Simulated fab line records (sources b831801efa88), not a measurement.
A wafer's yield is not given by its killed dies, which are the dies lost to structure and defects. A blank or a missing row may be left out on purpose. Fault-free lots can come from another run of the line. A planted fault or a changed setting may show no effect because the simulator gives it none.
fab line records ; flow sky130
[record] lots = 5; wafers = 15; last_day = 50
route steps=708 shown RES_PROTECT@212 POLY_GATE@213 PAD_OPEN@708
lots that met no fault: from a run of the same line without faults
start_h: hours from the record's first day to the start of the lot's first wafer shown ; wait_h: how many hours have passed since the lot's step before this one ; " as in the row above ; L1.1+2: a single row standing in for several wafers ; - no value present, or no start provided ; * or withheld: withheld ; < > ~ a bound
route shown NAME@n: NAME is a module with steps in the file, n the number in the route of the first one ; usual: mean/standard deviation taken from wafers without a fault ; same: alike in all rows ; chamber/n: place in a boat ; sites: per-site readings ; _std_site: the values' standard deviation ; _edge_site: the outer-site mean with the inner-site mean subtracted ; radius_mm: for every site, how far away it sits from the centre of the wafer ; mask NAME#n: copy n ; behind: the most recent tool/chamber to have shaped the wafer ; hold: the reason the lot was held/the length of the hold in hours/how it ended ; device: which transistor (n, p or np) failed to switch ; end of line: tests run on the same wafers once the route is complete ; where a step has no rows: the recipe by itself ; killed: count of dies lost to structure and defects at first sort (not the wafer's yield) ; map: shows each die of a wafer: x if killed, . if not, _ if none is there
set.NAME: the setting the step ran with; set.NAME@STEP: the setting that earlier step ran with ; model.NAME: the simulator's own value behind a step, which no gauge read
certain route steps with their lots: each step a table, each wafer a row
services: the hour from which a tool's chamber was out of use, counted from the record's first day as start_h (under 0 if before that day), plus the number of hours and why
[[steps]]
[step SKY_RES_PROTECT_DEVELOP_06]
[recipe] resist = NOVOLAK; developer = TMAH; develop_time_s = 60; dev_temp_c = 23
[step SKY_POLY_GATE_IMPLANT_02]
[recipe] species = P; energy_kev = 30; dose_cm2 = 7.7e+15; tilt_deg = 0
[step SKY_RES_PROTECT_STRIP_07]
[recipe] chemistry = O2/N2; power_w = 1400; pressure_mtorr = 1500; platen_temp_c = withheld; o2_flow_sccm = 3000; n2_flow_sccm = 300; overash_fraction = 0.5
[usual] drypump_motor_current_A = 6.0/0.46; oes_product_au = 0.518/0.0045; strip_time_to_endpoint_s = 23.29/0.051
lot.wafer;tool;chamber;start_h;wait_h;drypump_motor_current_A;oes_product_au;rf_hours_counter_h;strip_time_to_endpoint_s
L845.1;plasma_asher-04;1;420.16;0.1;6.3;0.519;57;23.32
L845.2;plasma_asher-04;0;420.16;0.1;5.4;0.521;57;23.34
L845.6;plasma_asher-04;1;420.16;0.1;6.3;0.512;-;23.31
L846.2;plasma_asher-01;1;426.50;0.1;5.9;0.520;32;23.34
L846.3;plasma_asher-01;0;426.50;0.1;6.7;0.512;-;23.39
L846.6;plasma_asher-01;1;426.50;0.1;5.9;0.523;-;23.39
L847.2;plasma_asher-04;1;433.95;0.1;6.3;0.518;58;23.25
L847.3;plasma_asher-04;1;433.95;0.1;6.3;0.522;-;23.25
L847.5;plasma_asher-04;1;433.95;0.1;6.3;0.510;-;23.28
L855.2;plasma_asher-01;1;512.76;0.1;5.9;0.518;41;23.27
L855.3;plasma_asher-01;0;512.76;0.1;6.7;0.520;-;23.36
L855.6;plasma_asher-01;1;512.76;0.1;5.9;0.515;-;23.28
L856.2;plasma_asher-04;1;519.85;0.1;6.3;0.518;67;23.25
L856.5;plasma_asher-04;0;519.85;0.1;5.4;0.520;-;23.22
L856.6;plasma_asher-04;1;519.85;0.1;6.3;0.516;-;23.19
[step SKY_RES_PROTECT_TW_MEAS_08]
[usual] POLY_GATE_TW = 4043/25
lot.wafer;tool;chamber;start_h;wait_h;POLY_GATE_TW
L845.1;film_metro-01;-;420.26;0.1;4033
L845.2;film_metro-01;-;420.26;0.1;4018
L845.6;film_metro-01;-;420.26;0.1;4041
L846.2;film_metro-03;-;426.61;0.1;4087
L846.3;film_metro-03;-;426.61;0.1;4104
L846.6;film_metro-03;-;426.61;0.1;4108
L847.2;film_metro-01;-;434.06;0.1;4029
L847.3;film_metro-01;-;434.06;0.1;4048
L847.5;film_metro-01;-;434.06;0.1;4040
L855.2;film_metro-03;-;512.87;0.1;4060
L855.3;film_metro-03;-;512.87;0.1;4047
L855.6;film_metro-03;-;512.87;0.1;4028
L856.2;film_metro-03;-;519.96;0.1;4055
L856.5;film_metro-03;-;519.96;0.1;4014
L856.6;film_metro-03;-;519.96;0.1;4029
[step SKY_RES_PROTECT_CLEAN_09]
[recipe] chemistry = SC1/SC2; mix = 1:4:20; temp_c = 70; time_s = 150; dry = n2_spin
[step SKY_POLY_GATE_CVD_03]
[recipe] material = Si3N4; precursor = DCS/NH3; target_thk_nm = 75; temp_c = 770; time_s = 1290; pressure_mtorr = 250
[step SKY_POLY_GATE_THK_MEAS_04]
[recipe] reads = Si3N4_of_POLY_GATE_CVD_03
[usual] POLY_GATE_CVD_03_THK = 75.0/0.73
lot.wafer;tool;chamber;start_h;wait_h;POLY_GATE_CVD_03_THK[nm]
L845.1;film_metro-02;-;423.13;0.0;74.4
L845.2;film_metro-02;-;423.13;0.0;74.4
L845.6;film_metro-02;-;423.13;0.0;74.7
L846.2;film_metro-01;-;428.07;0.0;74.4
L846.3;film_metro-01;-;428.07;0.0;74.0
L846.6;film_metro-01;-;428.07;0.0;75.0
L847.2;film_metro-04;-;436.05;0.0;74.0
L847.3;film_metro-04;-;436.05;0.0;74.5
L847.5;film_metro-04;-;436.05;0.0;74.0
L855.2;film_metro-01;-;514.44;0.0;75.4
L855.3;film_metro-01;-;514.44;0.0;75.5
L855.6;film_metro-01;-;514.44;0.0;76.0
L856.2;film_metro-01;-;521.58;0.0;75.6
L856.5;film_metro-01;-;521.58;0.0;75.7
L856.6;film_metro-01;-;521.58;0.0;75.7
[step SKY_POLY_GATE_DEHYDRATE_05]
[recipe] temp_c = 200; time_s = 60
[step SKY_POLY_GATE_HMDS_06]
[recipe] prime_time_s = 60; prime_temp_c = 120
[step SKY_POLY_GATE_COAT_07]
[recipe] resist = BARC; temp_c = withheld; time_s = withheld; spin_rpm = 3000; resist_thk_nm = 110
[step SKY_POLY_GATE_COAT_08]
[recipe] resist = KrF-thick; spin_rpm = 3000; resist_thk_nm = 450
[step SKY_POLY_GATE_SOFTBAKE_09]
[recipe] temp_c = 99.56; time_s = 90; resist = KrF-thick
[step SKY_POLY_GATE_EXPOSE_10]
[recipe] mask_id = P1M; na = 0.68; source_shape = conventional; sigma_outer = 0.6; target_cd_nm = 150; dose_mj = 28
[usual] exposure_dose_mJ_cm2 = 28.031/0.029
[same] sigma_outer = 0.6
lot.wafer;tool;chamber;start_h;wait_h;mask;exposure_dose_mJ_cm2
L845.1;krf_scanner-01;0;438.67;-;P1M#0;28.001
L845.2;krf_scanner-01;0;438.67;-;P1M#0;28.061
L845.6;krf_scanner-01;0;438.67;-;P1M#0;28.013
L846.2;krf_scanner-02;0;443.74;-;P1M#0;28.035
L846.3;krf_scanner-02;0;443.74;-;P1M#0;28.013
L846.6;krf_scanner-02;0;443.74;-;P1M#0;27.989
L847.2;krf_scanner-01;0;453.15;-;P1M_R1#0;28.062
L847.3;krf_scanner-01;0;453.15;-;P1M_R1#0;28.017
L847.5;krf_scanner-01;0;453.15;-;P1M_R1#0;28.063
L855.2;krf_scanner-02;0;528.54;-;P1M#0;28.049
L855.3;krf_scanner-02;0;528.54;-;P1M#0;28.031
L855.6;krf_scanner-02;0;528.54;-;P1M#0;28.019
L856.2;krf_scanner-02;0;536.69;-;P1M#0;28.045
L856.5;krf_scanner-02;0;536.69;-;P1M#0;28.079
L856.6;krf_scanner-02;0;536.69;-;P1M#0;28.050
[step SKY_POLY_GATE_PEB_11]
[recipe] peb_temp_c = withheld; peb_time_s = withheld; resist = KrF-thick
[step SKY_POLY_GATE_DEVELOP_12]
[recipe] develop_time_s = 60; resist = KrF-thick; dev_temp_c = 21
[step SKY_POLY_GATE_CD_MEAS_13]
[recipe] target_cd_nm = 150
[usual] cd_nm = 150.3/1.3
lot.wafer;tool;chamber;start_h;wait_h;cd_nm
L845.1;cd_sem-01;-;454.20;-;149.1
L845.2;cd_sem-01;-;454.20;-;149.2
L845.6;cd_sem-01;-;454.20;-;150.1
L846.2;cd_sem-02;-;458.81;-;150.0
L846.3;cd_sem-02;-;458.81;-;150.9
L846.6;cd_sem-02;-;458.81;-;150.5
L847.2;cd_sem-01;-;468.01;-;161.7
L847.3;cd_sem-01;-;468.01;-;162.6
L847.5;cd_sem-01;-;468.01;-;163.1
L855.2;cd_sem-01;-;543.92;-;148.3
L855.3;cd_sem-01;-;543.92;-;149.2
L855.6;cd_sem-01;-;543.92;-;149.9
L856.2;cd_sem-01;-;551.61;-;147.6
L856.5;cd_sem-01;-;551.61;-;148.3
L856.6;cd_sem-01;-;551.61;-;147.9
[step SKY_POLY_GATE_OVL_MEAS_14]
[usual] POLY_GATE_OVL = 2/4.5
lot.wafer;tool;chamber;start_h;wait_h;POLY_GATE_OVL[nm]
L845.1;overlay-02;-;454.32;0.1;-2
L845.2;overlay-02;-;454.32;0.1;2
L845.6;overlay-02;-;454.32;0.1;2
L846.2;overlay-02;-;458.92;0.1;-3
L846.3;overlay-02;-;458.92;0.1;1
L846.6;overlay-02;-;458.92;0.1;-1
L847.2;overlay-02;-;468.12;0.1;10
L847.3;overlay-02;-;468.12;0.1;7
L847.5;overlay-02;-;468.12;0.1;6
L855.2;overlay-02;-;544.02;0.1;5
L855.3;overlay-02;-;544.02;0.1;-3
L855.6;overlay-02;-;544.02;0.1;3
L856.2;overlay-02;-;551.72;0.1;1
L856.5;overlay-02;-;551.72;0.1;-6
L856.6;overlay-02;-;551.72;0.1;-3
[step SKY_POLY_GATE_ETCH_15]
[recipe] chemistry = N2/H2; target = BARC; ion_energy_ev = 200; source_w = 500; bias_w = 100; pressure_mtorr = 30; n2_flow_sccm = 100; h2_flow_sccm = 200; stop_on = SiO2; time_s = 118.5; target_depth_a = 1100
[usual] drypump_motor_current_A = 5.8/0.39; oes_product_au = 0.716/0.0048; throttle_valve_pct = 13.213/0.0083
lot.wafer;tool;chamber;start_h;wait_h;drypump_motor_current_A;oes_product_au;rf_hours_counter_h;throttle_valve_pct;model.POLY_GATE.cd_nm
L845.1;rie_diel-04;3;454.35;0.0;5.6;0.715;51;13.225;151.5
L845.2;rie_diel-04;0;454.35;0.0;6.3;0.710;76;13.198;146.2
L845.6;rie_diel-04;3;454.35;0.0;5.7;0.716;-;13.210;152.5
L846.2;rie_diel-04;3;458.95;0.0;5.6;0.715;51;13.209;153
L846.3;rie_diel-04;0;458.95;0.0;6.3;0.716;76;13.207;150.4
L846.6;rie_diel-04;3;458.95;0.0;5.6;0.718;-;13.217;154.6
L847.2;rie_diel-03;3;468.15;0.0;6.6;0.721;3;13.204;162.2
L847.3;rie_diel-03;2;468.15;0.0;6.3;0.713;9;13.201;159.6
L847.5;rie_diel-03;3;468.15;0.0;6.6;0.717;-;13.207;163.4
L855.2;rie_diel-04;3;544.05;0.0;5.7;0.720;52;13.211;151.9
L855.3;rie_diel-04;1;544.05;0.0;5.4;0.714;3;13.217;153.1
L855.6;rie_diel-04;0;544.05;0.0;6.3;0.703;-;13.217;150
L856.2;rie_diel-02;1;551.75;0.0;5.4;0.713;7;13.213;150.4
L856.5;rie_diel-02;0;551.75;0.0;6.0;0.711;-;13.224;146.8
L856.6;rie_diel-02;3;551.75;0.0;5.6;0.717;-;13.206;144.9
[step SKY_POLY_GATE_ETCH_16]
[recipe] stop_on = poly-Si; chemistry = CH3F/O2; target = Si3N4; source_w = 400; bias_w = 80; pressure_mtorr = 25; ch3f_flow_sccm = 40; O2_flow_sccm = 30; time_s = 147.5; target_depth_a = 750
[usual] ch3f_flow_sccm = 39.99/0.13; drypump_motor_current_A = 5.8/0.39; oes_product_au = 0.640/0.0052; throttle_valve_pct = 10.535/0.0083
lot.wafer;tool;chamber;start_h;wait_h;ch3f_flow_sccm;drypump_motor_current_A;oes_product_au;rf_hours_counter_h;throttle_valve_pct
L845.1;rie_diel-04;3;454.43;0.0;40.13;5.6;0.641;51;10.537
L845.2;rie_diel-04;0;454.43;0.0;39.78;6.3;0.642;76;10.540
L845.6;rie_diel-04;3;454.43;0.0;40.10;5.6;0.636;-;10.532
L846.2;rie_diel-04;3;459.03;0.0;39.52;5.6;0.631;51;10.535
L846.3;rie_diel-04;0;459.03;0.0;40.04;6.3;0.635;76;10.515
L846.6;rie_diel-04;3;459.03;0.0;39.95;5.6;0.643;-;10.539
L847.2;rie_diel-03;3;468.23;0.0;39.88;6.6;0.639;3;10.547
L847.3;rie_diel-03;2;468.23;0.0;39.94;6.3;0.638;9;10.533
L847.5;rie_diel-03;3;468.23;0.0;39.95;6.6;0.637;-;10.530
L855.2;rie_diel-04;3;544.13;0.0;40.05;5.6;0.636;53;10.534
L855.3;rie_diel-04;1;544.13;0.0;39.70;5.4;0.644;3;10.552
L855.6;rie_diel-04;0;544.13;0.0;40.10;6.3;0.645;-;10.546
L856.2;rie_diel-02;1;551.83;0.0;39.97;5.4;0.648;7;10.548
L856.5;rie_diel-02;0;551.83;0.0;40.12;6.0;0.648;-;10.545
L856.6;rie_diel-02;3;551.83;0.0;40.07;5.6;0.642;-;10.527
[step SKY_POLY_GATE_ETCH_17]
[recipe] target_depth_nm = 180; stop_on = SiO2; over_etch_frac = 0.56667; chemistry = HBr/Cl2; target = poly-Si; icp_w = 400; bias_w = 100; pressure_mtorr = 10; HBr_flow_sccm = 150; Cl2_flow_sccm = 50; time_s = 70.5
[usual] drypump_motor_current_A = 5.62/0.29; oes_product_au = 0.984/0.0085; throttle_valve_pct = 33.684/0.0093
lot.wafer;tool;chamber;start_h;wait_h;drypump_motor_current_A;oes_product_au;rf_hours_counter_h;throttle_valve_pct;model.POLY_GATE.cd_nm
L845.1;rie_si-01;0;454.53;0.0;5.16;0.996;3;33.684;150.2
L845.2;rie_si-01;3;454.53;0.0;5.74;0.972;3;33.688;148.1
L845.6;rie_si-01;3;454.53;0.0;5.74;0.979;-;33.694;153.5
L846.2;rie_si-01;1;459.13;0.0;5.36;0.977;60;33.693;153.3
L846.3;rie_si-01;2;459.13;0.0;5.96;0.994;3;33.671;148.9
L846.6;rie_si-01;1;459.13;0.0;5.35;0.982;-;33.672;155.1
L847.2;rie_si-02;0;468.33;0.0;6.08;0.977;2;33.695;160.8
L847.3;rie_si-02;3;468.33;0.0;5.38;0.979;28;33.700;157.3
L847.5;rie_si-02;1;468.33;0.0;5.61;0.971;-;33.682;165
L855.2;rie_si-02;2;544.23;0.0;5.64;0.981;10;33.679;151.4
L855.3;rie_si-02;3;544.23;0.0;5.38;0.986;28;33.673;151.3
L855.6;rie_si-02;1;544.23;0.0;5.64;0.979;-;33.677;151.4
L856.2;rie_si-02;0;551.93;0.0;6.07;0.992;3;33.687;148.3
L856.5;rie_si-02;0;551.93;0.0;6.07;0.976;-;33.687;144.7
L856.6;rie_si-02;3;551.93;0.0;5.38;0.988;-;33.658;142.9
[step SKY_POLY_GATE_STRIP_18]
[recipe] chemistry = O2/N2; power_w = 1400; pressure_mtorr = 1500; platen_temp_c = withheld; o2_flow_sccm = 3000; n2_flow_sccm = 300; overash_fraction = 0.5
[usual] drypump_motor_current_A = 6.0/0.37; oes_product_au = 0.361/0.0042; strip_time_to_endpoint_s = 3.17/0.044
lot.wafer;tool;chamber;start_h;wait_h;drypump_motor_current_A;oes_product_au;rf_hours_counter_h;strip_time_to_endpoint_s
L845.1;plasma_asher-02;0;454.59;0.0;6.1;0.364;2;3.21
L845.2;plasma_asher-02;1;454.59;0.0;5.6;0.367;2;3.25
L845.6;plasma_asher-02;1;454.59;0.0;5.7;0.356;-;3.21
L846.2;plasma_asher-02;0;459.19;0.0;6.0;0.357;3;3.16
L846.3;plasma_asher-02;1;459.19;0.0;5.6;0.359;-;3.18
L846.6;plasma_asher-02;0;459.19;0.0;6.1;0.357;-;3.17
L847.2;plasma_asher-03;0;468.39;0.0;5.6;0.363;74;3.17
L847.3;plasma_asher-03;1;468.39;0.0;6.1;0.356;-;3.25
L847.5;plasma_asher-03;0;468.39;0.0;5.5;0.353;-;3.14
L855.2;plasma_asher-01;0;544.29;0.0;6.7;0.362;44;3.20
L855.3;plasma_asher-01;1;544.29;0.0;5.9;0.364;-;3.18
L855.6;plasma_asher-01;0;544.29;0.0;6.7;0.359;-;3.21
L856.2;plasma_asher-03;0;551.99;0.0;5.5;0.364;80;3.17
L856.5;plasma_asher-03;1;551.99;0.0;6.1;0.361;-;3.08
L856.6;plasma_asher-03;0;551.99;0.0;5.5;0.363;-;3.08
[step SKY_PAD_OPEN_PROBE_99]
[usual] killed_at_M0_to_M3 = 44/7.2; killed_at_M4_up = 3.1/1.8; killed_at_contacts = 25/5.2; killed_at_front_end = 15/3.9; killed_at_other = 0.2/0.5; killed_dies = 86/9.5; killed_open = 47/7.3; killed_short = 40/6
[same] gross_dies = 492; killed_at_back_side = 0
lot.wafer;tool;chamber;start_h;wait_h;killed_at_M0_to_M3;killed_at_M4_up;killed_at_contacts;killed_at_front_end;killed_at_other;killed_dies;killed_open;killed_short;model.etest.pfet_01v8.r_on_ohm_um;model.etest.res_poly.line_ohm_um;model.etest.nfet_01v8.r_on_ohm_um;model.etest.nfet_g5v0d10v5.r_on_ohm_um;model.etest.sonos_uncharged.r_on_ohm_um;model.etest.res_high_po.line_ohm_um;model.etest.nfet_01v8_lvt.drive_ua_um;model.etest.nfet_01v8_turned.drive_ua_um
L845.1;prober-02;-;1134.49;0.1;49;1;19;14;0;83;52;31;2907;498.6;823.8;1883;803;710.1;577.3;507.8
L845.2;prober-02;-;1134.54;0.1;49;2;15;10;0;76;38;38;2880;513.4;828.5;1893;805.2;713.5;577.9;509.1
L845.6;prober-02;-;1134.74;0.2;38;3;32;15;2;90;40;50;2949;474.6;852.6;1884;804.8;698.2;567;498.9
L846.2;prober-01;-;1134.87;0.1;35;4;20;14;0;73;33;40;3027;499.5;878.4;1910;833;728.6;548.2;477.3
L846.3;prober-01;-;1134.92;0.2;39;2;27;9;0;77;41;36;2889;525.5;863.9;1904;811.2;758;558.3;486.2
L846.6;prober-01;-;1135.07;0.2;37;4;25;13;0;79;48;31;2988;483.8;867.5;1904;837.9;737.3;565.4;488
L847.2;prober-02;-;1142.57;0.1;62;3;24;12;0;101;51;50;2950;460.6;874.1;1916;845.7;704.2;544.6;485.6
L847.3;prober-02;-;1142.62;0.2;41;1;25;10;0;77;42;35;2894;485.6;849.4;1915;834.5;727.1;558.4;490.5
L847.5;prober-02;-;1142.72;0.2;44;5;22;17;0;88;47;40;3074;443.2;905.3;1921;860.3;699.5;532.4;469.2
L855.2;prober-02;-;1182.46;0.1;33;3;32;9;0;77;34;43;2879;505;826;1887;810.9;759.6;578.5;507.7
L855.3;prober-02;-;1182.51;0.2;35;5;25;10;0;75;41;34;2881;507.2;852.3;1908;808.5;735.6;565.4;498.3
L855.6;prober-02;-;1182.66;0.2;45;2;23;11;0;81;52;29;2885;506.8;848.5;1895;829.3;740.2;559.9;490.7
L856.2;prober-02;-;1188.43;0.1;43;4;23;20;0;90;45;45;2900;523.4;808.7;1843;807.3;738.8;588.6;516.9
L856.5;prober-02;-;1188.58;0.2;30;2;22;19;0;73;34;39;2844;542.2;806.1;1820;802.9;743.8;585.7;512.5
L856.6;prober-02;-;1188.63;0.2;56;0;27;11;1;95;50;45;2780;559.8;794.2;1834;786.2;748.2;592.2;522.9
// killed by level:class
L845.1 VIA1:geometric_particle:open=9 LI_CONTACT:geometric_particle:open=7 METAL1:geometric_particle:short=7 VIA3:geometric_particle:open=7 VIA2:geometric_particle:open=7 POLY_GATE:geometric_particle:open=6 CONTACT:geometric_particle:open=6 LOCAL_INTERCONNECT:geometric_particle:short=4
L845.2 METAL2:geometric_particle:short=11 VIA2:geometric_particle:open=11 VIA1:geometric_particle:open=7 CONTACT:geometric_particle:open=6 METAL1:geometric_particle:short=5 VIA3:geometric_particle:open=4 FIELD_ISO:geometric_particle:short=3 LI_CONTACT:geometric_particle:open=3
L845.6 CONTACT:geometric_particle:short=10 METAL1:geometric_particle:short=9 CONTACT:geometric_particle:open=8 VIA1:geometric_particle:open=7 POLY_GATE:geometric_particle:open=6 LOCAL_INTERCONNECT:geometric_particle:short=6 METAL2:geometric_particle:short=5 FIELD_ISO:geometric_particle:open=4
L846.2 LI_CONTACT:geometric_particle:open=8 FIELD_ISO:geometric_particle:short=6 VIA1:geometric_particle:open=6 VIA2:geometric_particle:open=6 CONTACT:geometric_particle:open=5 VIA1:geometric_particle:short=5 LOCAL_INTERCONNECT:geometric_particle:short=4 METAL1:geometric_particle:short=4
L846.3 LI_CONTACT:geometric_particle:open=10 CONTACT:geometric_particle:open=8 METAL1:geometric_particle:short=8 VIA3:geometric_particle:open=8 LI_CONTACT:geometric_particle:short=5 VIA1:geometric_particle:open=5 VIA1:geometric_particle:short=5 FIELD_ISO:geometric_particle:open=4
L846.6 CONTACT:geometric_particle:open=10 VIA1:geometric_particle:open=9 VIA2:geometric_particle:open=9 FIELD_ISO:geometric_particle:open=5 LI_CONTACT:geometric_particle:open=5 LOCAL_INTERCONNECT:geometric_particle:short=5 VIA2:geometric_particle:short=4 METAL1:geometric_particle:short=4
L847.2 VIA1:geometric_particle:open=11 VIA2:geometric_particle:open=10 LI_CONTACT:geometric_particle:open=9 VIA1:geometric_particle:short=9 METAL1:geometric_particle:short=8 FIELD_ISO:geometric_particle:open=6 VIA3:geometric_particle:open=6 LOCAL_INTERCONNECT:geometric_particle:short=5
L847.3 VIA1:geometric_particle:open=11 LI_CONTACT:geometric_particle:open=9 CONTACT:geometric_particle:open=7 METAL2:geometric_particle:short=6 LI_CONTACT:geometric_particle:short=5 METAL1:geometric_particle:short=5 VIA2:geometric_particle:open=5 FIELD_ISO:geometric_particle:open=3
L847.5 VIA1:geometric_particle:open=15 LI_CONTACT:geometric_particle:open=10 VIA1:geometric_particle:short=8 FIELD_ISO:geometric_particle:open=5 LOCAL_INTERCONNECT:geometric_particle:short=5 METAL2:geometric_particle:short=4 POLY_GATE:geometric_particle:short=4 METAL1:geometric_particle:short=4
L855.2 CONTACT:geometric_particle:short=9 VIA1:geometric_particle:open=9 CONTACT:geometric_particle:open=8 LOCAL_INTERCONNECT:geometric_particle:short=6 VIA2:geometric_particle:open=5 METAL1:geometric_particle:short=5 FIELD_ISO:geometric_particle:short=4 LI_CONTACT:geometric_particle:short=4
L855.3 CONTACT:geometric_particle:open=9 VIA1:geometric_particle:open=8 VIA2:geometric_particle:open=7 LOCAL_INTERCONNECT:geometric_particle:short=5 METAL4:geometric_particle:short=5 LI_CONTACT:geometric_particle:short=4 VIA1:geometric_particle:short=4 VIA2:geometric_particle:short=4
L855.6 VIA3:geometric_particle:open=10 CONTACT:geometric_particle:open=9 VIA1:geometric_particle:open=9 VIA2:geometric_particle:open=7 FIELD_ISO:geometric_particle:open=6 LI_CONTACT:geometric_particle:open=5 VIA2:geometric_particle:short=5 METAL2:geometric_particle:short=5
L856.2 VIA1:geometric_particle:open=12 LI_CONTACT:geometric_particle:open=7 CONTACT:geometric_particle:open=6 METAL1:geometric_particle:short=6 FIELD_ISO:geometric_particle:short=5 CONTACT:geometric_particle:short=5 VIA3:geometric_particle:open=5 POLY_GATE:geometric_particle:short=4
L856.5 CONTACT:geometric_particle:open=7 LI_CONTACT:geometric_particle:open=6 METAL1:geometric_particle:short=6 LOCAL_INTERCONNECT:geometric_particle:short=5 VIA2:geometric_particle:open=5 POLY_GATE:geometric_particle:open=4 POLY_GATE:geometric_particle:short=4 VIA2:geometric_particle:short=4
L856.6 VIA2:geometric_particle:open=11 CONTACT:geometric_particle:short=7 CONTACT:geometric_particle:open=7 VIA1:geometric_particle:open=7 VIA1:geometric_particle:short=7 VIA3:geometric_particle:open=7 METAL1:geometric_particle:short=5 VIA2:geometric_particle:short=5
[[services]]
tool;chamber;start_h;hours;kind
rie_diel-03;1;397.13;6.2;repair
rie_diel-03;2;399.75;3.9;repair
rie_diel-02;2;416.51;-;clean
rie_diel-02;2;416.51;27.7;scheduled_down
rie_diel-04;3;417.80;5.5;repair
plasma_asher-02;-;421.25;9.0;pm
plasma_asher-01;-;433.46;1.7;repair
krf_scanner-02;-;456.32;0.8;pm
rie_diel-03;-;459.08;0.3;repair
plasma_asher-04;-;462.74;1.0;repair
plasma_asher-02;-;477.81;4.1;repair
rie_diel-03;2;482.64;6.0;repair
krf_scanner-02;-;486.42;0.5;repair
rie_diel-02;1;490.22;5.9;repair
rie_diel-03;3;490.23;4.3;repair
rie_diel-04;-;493.87;0.1;repair
krf_scanner-01;-;495.27;1.3;pm
krf_scanner-02;-;503.31;1.3;pm
krf_scanner-01;-;508.80;1.0;pm
krf_scanner-01;-;511.35;3.7;repair
rie_si-02;1;519.49;2.4;repair
krf_scanner-01;-;529.23;2.6;repair
plasma_asher-03;-;532.98;18.7;pm
krf_scanner-01;-;540.08;4.6;repair
[[key]]
[first_sign] step = SKY_POLY_GATE_EXPOSE_10; reading = mask; direction = changed
[effect] step = SKY_POLY_GATE_CD_MEAS_13; reading = cd_nm; direction = up; sigmas = 9.5; usual = 150.3; struck = 162.5
[model_effect] step = SKY_POLY_GATE_ETCH_15; value = POLY_GATE.cd_nm; without = 150.7; struck = 161.7
[model_effect] step = SKY_POLY_GATE_ETCH_17; value = POLY_GATE.cd_nm; without = 150; struck = 161
[model_effect] step = SKY_PAD_OPEN_PROBE_99; value = etest.pfet_01v8.r_on_ohm_um; without = 2810; struck = 2973
met_at SKY_POLY_GATE_EXPOSE_10
struck_wafers L847.2,L847.3,L847.5
tester_left_out L847
onset_between 438.67 453.15
[fault] kind = wrong_mask; tool = any; chamber = -; onset_h = 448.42; steps = SKY_POLY_GATE_EXPOSE_10; aux_copy = P1M_R1#0; cd_offset_nm = 11; scope = struck_lots_only
// tester_left_out: of these lots the tester's yield and bins aren't shown, on N5 and GAA mostly nor the transistor test; their killed dies are dies lost to structure and defects alone, not to doping, threshold or leakage, so they don't give the yield
